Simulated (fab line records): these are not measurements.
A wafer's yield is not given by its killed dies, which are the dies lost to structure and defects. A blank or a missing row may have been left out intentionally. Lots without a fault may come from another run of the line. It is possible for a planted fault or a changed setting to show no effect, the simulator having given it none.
fab line records	flow gf180mcu
record lots=12	wafers=36	lastDay=34
route steps=602 shown V1@358 V2@386
lots untouched by any fault: they come from a run of this same line in which no faults occurred
startH: hours from the record's opening day to when the first of the lot's shown wafers began	waitH: time in hours since the lot's previous step	" identical to the entry in the row above	L1.1+2: one row covering several wafers at once	- value missing, or start not given	* or withheld: withheld	< > ~ a bound
route shown NAME@n: a module of which the file shows steps, and the number in the route of the first	usual: mean and standard deviation over wafers with no fault	same: alike in all rows	chamber/n: place in a boat	sites: readings site by site	_std_site: the standard deviation of these	_edge_site: inner sites' mean taken away from outer sites' mean	radiusMm: for every site, how far away it sits from the centre of the wafer	mask NAME#n: copy n	behind: the last tool/chamber to shape the wafer	hold: why the lot went on hold/how many hours it stayed there/how the hold came to an end	device: the transistor (n, p or np) that didn't switch	end of line: the same wafers' tests at the end of the route	for a step that has no rows: nothing shown but its recipe	killed: count of dies lost to structure and defects at first sort (not the wafer's yield)	map: per-die view of a wafer (x killed, . not killed, _ where there is no die)
set.NAME: the setting as run; set.NAME@STEP: as run at that earlier step	model.NAME: the simulator's own value behind a step, which no gauge read
the route's steps for a sample of lots (tables are steps, rows are wafers)
services: from which hour (startH, from the record's first day; less than 0 if before it) a tool's chamber was out of use, for how many hours, and why
## steps
# step GF_V1_CVD_23
# recipe material=W	targetThkNm=350	timeS=105.05	tempC=400	pressureTorr=40
# usual heaterPowerW=881/85
lot.wafer	tool	chamber	startH	waitH	heaterPowerW
L976.2	cvdW-02	0	432.85	0.0	905
L976.3	"	1	"	"	798
L976.5	"	1	"	"	803
L974.1	cvdW-01	0	435.25	0.0	1001
L974.4	"	0	"	"	993
L974.5	"	0	"	"	1006
L978.1	cvdW-02	1	438.46	0.0	797
L978.3	"	1	"	"	793
L978.5	"	1	"	"	791
L979.3	cvdW-02	1	440.44	0.1	787
L979.4	"	0	"	"	900
L979.6	"	0	"	"	902
L981.1	cvdW-01	0	460.10	0.0	1026
L981.3	"	1	"	"	821
L981.4	"	0	"	"	1041
L982.1	cvdW-02	0	463.43	0.0	927
L982.2	"	1	"	"	773
L982.6	"	1	"	"	787
L983.1	cvdW-02	1	477.21	0.0	791
L983.3	"	1	"	"	800
L983.6	"	0	"	"	910
L985.1	cvdW-01	0	490.01	0.0	1024
L985.4	"	0	"	"	1017
L985.6	"	0	"	"	1007
L994.1	cvdW-02	0	569.54	0.0	902
L994.5	"	0	"	"	934
L994.6	"	1	"	"	815
L995.2	cvdW-01	0	575.01	0.0	1020
L995.3	"	1	"	"	833
L995.4	"	0	"	"	1017
L996.3	cvdW-01	0	585.39	0.1	1004
L996.4	"	1	"	"	835
L996.5	"	0	"	"	993
L997.3	cvdW-02	0	590.14	0.1	928
L997.4	"	1	"	"	794
L997.6	"	1	"	"	814
# step GF_V2_CMP_04
# recipe material=SiO2	downForcePsi=4	platenRpm=60	padVelocityMS=0.94248
# usual headPressurePsi=4.001/0.0083	motorCurrentA=12.5/1.1	slurryFilterDpKPa=13.53/0.15	timeToEndpointS=79/6.4
lot.wafer	tool	chamber	startH	waitH	headPressurePsi	motorCurrentA	slurryFilterDpKPa	timeToEndpointS
L976.2	cmp-01	0	460.04	0.0	3.981	12.3	13.56	74
L976.3	"	1	"	"	3.997	13.7	13.57	75
L976.5	"	1	"	"	4.001	11.8	13.62	77
L974.1	cmp-01	0	462.07	0.1	3.991	12.3	13.39	83
L974.4	"	1	"	"	3.999	12.8	13.62	79
L974.5	"	1	"	"	3.991	13.0	13.69	74
L978.1	cmp-02	2	465.26	0.1	4.004	11.3	13.60	68
L978.3	"	0	"	"	3.999	12.4	13.52	72
L978.5	"	2	"	"	3.995	11.2	13.71	71
L979.4	cmp-02	3	467.08	0.0	3.987	15.3	13.54	76
L979.3	"	1	"	"	4.006	13.4	13.70	76
L979.6	"	0	"	"	4.017	12.5	13.36	88
L981.1	cmp-02	0	484.92	0.1	3.994	11.7	13.56	81
L981.3	"	1	"	"	4.015	13.1	13.44	80
L981.4	"	3	"	"	3.999	13.7	13.75	80
L982.2	cmp-02	2	487.55	0.1	3.989	11.3	13.77	81
L982.1	"	3	"	"	3.991	14.2	13.47	74
L982.6	"	1	"	"	4.006	13.6	13.54	85
L983.1	cmp-01	2	501.56	0.1	4.004	11.6	13.48	80
L983.3	"	3	"	"	4.004	11.4	13.53	90
L983.6	"	3	"	"	3.998	11.3	13.44	90
L985.1	cmp-02	3	513.67	0.1	4.013	14.0	13.58	73
L985.4	"	1	"	"	3.996	13.3	13.60	82
L985.6	"	3	"	"	4.002	14.1	13.66	81
L994.1	cmp-01	3	593.24	0.1	3.993	10.4	13.46	82
L994.6	"	3	"	"	3.994	10.9	13.08	80
L994.5	"	0	"	"	4.003	12.3	13.55	77
L995.4	cmp-01	1	598.76	0.1	4.014	13.5	13.55	81
L995.2	"	2	"	"	4.015	10.9	13.63	82
L995.3	"	3	"	"	4.013	11.2	13.63	85
L996.4	cmp-02	2	609.46	0.1	4.010	11.3	13.55	82
L996.3	"	3	"	"	4.001	15.4	13.59	76
L996.5	"	0	"	"	3.993	11.7	13.68	92
L997.4	cmp-02	1	613.64	0.1	4.006	13.3	13.48	74
L997.3	"	2	"	"	4.004	11.8	13.50	69
L997.6	"	0	"	"	4.009	12.3	13.39	86
# step GF_V2_PEB_12
# recipe pebTempC=135	pebTimeS=90	resist=KrF
lot.wafer	tool	chamber	startH	waitH
L976.2+3+5	lithoTrack-03	0	482.86	-
L974.1+4+5	lithoTrack-01	0	484.73	-
L978.1+3+5	lithoTrack-01	0	487.38	-
L979.3+4+6	lithoTrack-02	0	489.84	-
L981.1+3+4	lithoTrack-03	0	507.23	-
L982.1+2+6	lithoTrack-03	0	509.78	-
L983.1+3+6	lithoTrack-01	0	523.98	-
L985.1+4+6	lithoTrack-03	0	536.38	-
L994.1+5+6	lithoTrack-02	0	614.58	-
L995.2+3+4	lithoTrack-03	0	620.96	-
L996.3+4+5	lithoTrack-02	0	631.69	-
L997.3+4+6	lithoTrack-01	0	635.75	-
# step GF_V2_CD_MEAS_14
# recipe targetCdNm=260
# usual cdNm=260.3/1.1
lot.wafer	tool	chamber	startH	waitH	cdNm
L976.2	cdSem-02	-	483.20	0.1	258.5
L976.3	"	-	"	"	258.8
L976.5	"	-	"	"	259.3
L974.1	cdSem-02	-	485.15	0.2	261.0
L974.4	"	-	"	"	259.4
L974.5	"	-	"	"	260.8
L978.1	cdSem-01	-	487.73	0.1	258.7
L978.3	"	-	"	"	258.9
L978.5	"	-	"	"	258.4
L979.3	cdSem-01	-	490.17	0.1	260.2
L979.4	"	-	"	"	259.7
L979.6	"	-	"	"	261.4
L981.1	cdSem-02	-	507.58	0.1	261.6
L981.3	"	-	"	"	260.9
L981.4	"	-	"	"	261.4
L982.1	cdSem-02	-	510.13	0.1	260.3
L982.2	"	-	"	"	260.2
L982.6	"	-	"	"	259.3
L983.1	cdSem-01	-	524.33	0.1	260.6
L983.3	"	-	"	"	259.9
L983.6	"	-	"	"	260.0
L985.1	cdSem-02	-	536.73	0.1	261.2
L985.4	"	-	"	"	260.3
L985.6	"	-	"	"	266.8
L994.1	cdSem-02	-	614.93	0.1	260.3
L994.5	"	-	"	"	259.9
L994.6	"	-	"	"	261.2
L995.2	cdSem-02	-	621.30	0.1	260.5
L995.3	"	-	"	"	260.3
L995.4	"	-	"	"	259.0
L996.3	cdSem-01	-	632.02	0.1	260.9
L996.4	"	-	"	"	261.0
L996.5	"	-	"	"	261.3
L997.3	cdSem-02	-	636.07	0.1	262.1
L997.4	"	-	"	"	263.2
L997.6	"	-	"	"	262.1
# step GF_V2_ETCH_17
# recipe chemistry=C4F8/O2/Ar	maskMaterial=KrF	target=SiO2	stopOn=TiN	sourceW=1500	biasW=1200	pressureMtorr=40	c4f8FlowSccm=withheld	O2_flow_sccm=6	Ar_flow_sccm=300	timeS=withheld	targetDepthA=6300
# usual biasW=1200/3.1	chamberPressureMTorr=40.00/0.036	oesProductAu=0.856/0.0047
lot.wafer	tool	chamber	startH	waitH	biasW	chamberPressureMTorr	oesProductAu
L976.2	rieDiel-01	1	-	-	1202	39.98	0.859
L976.3	"	3	"	"	1199	39.98	0.846
L976.5	"	0	"	"	1200	39.97	0.853
L974.1	rieDiel-01	2	-	-	1203	40.04	0.857
L974.4	"	1	"	"	1208	40.01	0.859
L974.5	"	3	"	"	1199	39.98	0.855
L978.1	rieDiel-04	0	-	-	1193	39.99	0.866
L978.3	"	2	"	"	1199	39.98	0.864
L978.5	"	0	"	"	1194	40.00	0.864
L979.3	rieDiel-02	3	-	-	1198	39.94	0.854
L979.4	"	0	"	"	1199	39.98	0.857
L979.6	"	1	"	"	1198	39.98	0.852
L981.1	rieDiel-04	0	-	-	1197	39.95	0.865
L981.3	"	1	"	"	1204	39.92	0.858
L981.4	"	3	"	"	1205	39.96	0.847
L982.1	rieDiel-01	2	-	-	1197	40.02	0.865
L982.2	"	1	"	"	1202	39.96	0.860
L982.6	"	3	"	"	1203	39.99	0.856
L983.1	rieDiel-04	0	-	-	1200	40.03	0.852
L983.3	"	1	"	"	1199	40.04	0.863
L983.6	"	2	"	"	1204	39.99	0.866
L985.1	rieDiel-01	2	-	-	1206	40.02	0.860
L985.4	"	3	"	"	1198	39.95	0.864
L985.6	"	2	"	"	1201	39.99	0.854
L994.1	rieDiel-04	0	-	-	1200	40.02	0.859
L994.5	"	1	"	"	1205	40.02	0.865
L994.6	"	0	"	"	1198	40.01	0.856
L995.2	rieDiel-01	0	-	-	1200	39.94	0.854
L995.3	"	2	"	"	1201	39.99	0.857
L995.4	"	3	"	"	1197	39.96	0.856
L996.3	rieDiel-01	1	-	-	1197	40.00	0.856
L996.4	"	2	"	"	1197	39.99	0.859
L996.5	"	3	"	"	1200	39.97	0.861
L997.3	rieDiel-02	3	-	-	1198	40.01	0.855
L997.4	"	1	"	"	1200	39.98	0.857
L997.6	"	2	"	"	1202	39.99	0.853
## services
tool	chamber	startH	hours	kind
cmp-01	-	411.76	4.4	repair
rieDiel-04	3	417.06	2.5	repair
cvdW-02	-	425.98	2.8	pm
rieDiel-04	1	429.08	1.5	repair
rieDiel-02	-	444.34	1.8	repair
rieDiel-02	0	445.41	2.8	repair
cmp-01	-	456.78	0.4	repair
cmp-02	-	457.47	0.8	repair
cmp-02	-	458.04	0.4	repair
rieDiel-01	-	458.43	4.3	pm
rieDiel-02	-	482.22	2.8	pm
cvdW-02	-	489.49	0.8	repair
cvdW-02	-	492.40	0.7	repair
cmp-02	-	498.06	4.6	pm
rieDiel-02	2	509.96	6.5	repair
rieDiel-02	1	512.65	20.7	repair
cmp-02	-	523.61	2.6	repair
rieDiel-02	2	527.99	12.0	repair
cmp-02	-	558.71	1.0	repair
cmp-01	-	569.02	8.9	repair
cmp-01	-	577.90	4.0	pm
rieDiel-01	1	590.28	1.2	repair
rieDiel-01	-	602.40	14.6	pm
cvdW-01	-	630.45	28.1	pm
## key
firstSign step=GF_V2_CD_MEAS_14	reading=cdNm	direction=up	sigmas=5.7	usual=260.3	struck=266.8
effect none on later readings
metAt GF_V2_PEB_12
struckLots L985
struckWafers L985.6
notActingAt GF_V1_CVD_23,GF_V2_CMP_04,GF_V2_ETCH_17
onsetBetween 509.78 536.38
fault kind=processParameterDrift	tool=lithoTrack-03	chamber=-	onsetH=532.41	steps=GF_V2_PEB_12	channel=pebTimeS	offset=*	shape=step	endH=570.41	scope=struckWafersOnly	actsIn=*	stated=*
